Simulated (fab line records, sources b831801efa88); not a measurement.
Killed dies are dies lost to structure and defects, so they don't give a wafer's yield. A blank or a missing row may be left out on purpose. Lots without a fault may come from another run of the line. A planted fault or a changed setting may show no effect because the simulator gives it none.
One fault seen from 2 desks | flow gf180mcu | each desk has only its own numbers; what lay behind them comes last

THE TOOL OWNER'S DESK: pvd_sputter-02
The tool's own readings at GF_MIM_SPUTTER_00 (material Ti, target thk 37.5 nm, time 150 s): means of the sampled wafers that have a number, for each lot that ran on this tool. A lot is out of limits, marked OUT, if its mean lies more than 4 standard deviations from the usual mean; the brackets give that distance.
Columns: A = throttle_valve_pct at GF_MIM_SPUTTER_00, usual 29.9 %
lot  | first seen here | A
L818 | day 26 12:03    | 30.4
L821 | day 27 22:20    | 30.5
L828 | day 29 13:25    | 30.0
This desk's finding: nothing out of limits on any of the 3 lots.

THE METROLOGY DESK
What the gauges read, lot by lot, whatever tool the lot ran on: means of the sampled wafers that have a number. A lot is out of limits, marked OUT, if its mean lies more than 4 standard deviations from the usual mean; the brackets give that distance.
Columns: A = V4_OVL at GF_V4_OVL_MEAS_15, usual -3 nm; B = V4_W_RS at GF_V4_RS_MEAS_24, usual 0.329 ohm/sq; C = V4_W_THK at GF_V4_THK_MEAS_25, usual 349 nm
lot  | first seen here | A   | B     | C
L818 | day 26 10:40    | -8  | 0.332 | 347
L821 | day 27 20:55    | -6  | 0.327 | 348
L824 | day 28 18:01    | -12 | 0.332 | 351
L828 | day 29 11:59    | -8  | 0.326 | 354
L833 | day 30 11:53    | -4  | 0.331 | 346
This desk's finding: nothing out of limits on any of the 5 lots.

PUT TOGETHER
The tool owner's desk saw nothing out of limits.
The metrology desk saw nothing out of limits.

WHAT THE SIMULATOR HAD PUT IN
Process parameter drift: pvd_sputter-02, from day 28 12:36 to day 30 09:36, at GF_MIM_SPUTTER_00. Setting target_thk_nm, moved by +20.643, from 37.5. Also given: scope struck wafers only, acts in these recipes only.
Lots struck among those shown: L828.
